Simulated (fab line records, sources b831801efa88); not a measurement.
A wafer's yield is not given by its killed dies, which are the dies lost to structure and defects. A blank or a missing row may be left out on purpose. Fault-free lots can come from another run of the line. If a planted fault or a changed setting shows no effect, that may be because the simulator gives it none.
Which tool did it? + flow gf180mcu + 7 lots (21 wafers sampled), 1 step of a 602-step route

== WHAT EACH GAUGE READ, for each wafer ==
GF_M1_CD_MEAS_14: target cd 230 nm.
| lot  | measured     | on        | cd-nm (nm)        |
|------|--------------|-----------|-------------------|
| L874 | day 18 07:27 | cd-sem-02 | 233.6 232.9 234.2 |
| L878 | day 19 22:55 | cd-sem-01 | 231.4 231.2 230.5 |
| L879 | day 20 07:49 | cd-sem-01 | 230.9 229.7 229.7 |
| L881 | day 20 23:39 | cd-sem-01 | 229.3 227.5 229.4 |
| L883 | day 21 14:04 | cd-sem-02 | 230.8 230.7 227.9 |
| L885 | day 22 10:55 | cd-sem-01 | 231.4 233.2 230.9 |
| L889 | day 23 13:10 | cd-sem-02 | 230.5 230.9 229.9 |

== TOOL THAT RAN EACH LOT (tool first, then ch and the chambers of the sampled wafers, then the start) ==
Record: no process step prior to these readings.

== THE ANSWER, worked out from the rows above alone ==
Rule: the usual values come from the lots themselves. Put in order of their means at a reading, lots are off if they are a third of the lots or fewer, leave a main group of 4 or more, and stand apart from it by a gap of 3 or more times the standard deviation of the main group's means; of several such gaps the widest counts. The tables above print the reading to a certain number of digits; a main group whose means all agree to those digits is not used. A lot without any number at a reading at which 4 lots or more have one is off too. Any other lot the step has rows for is counted as sound.
No lot is off at any reading shown: from this, nothing can be told.

== WHAT THE SIMULATOR HAD PUT IN ==
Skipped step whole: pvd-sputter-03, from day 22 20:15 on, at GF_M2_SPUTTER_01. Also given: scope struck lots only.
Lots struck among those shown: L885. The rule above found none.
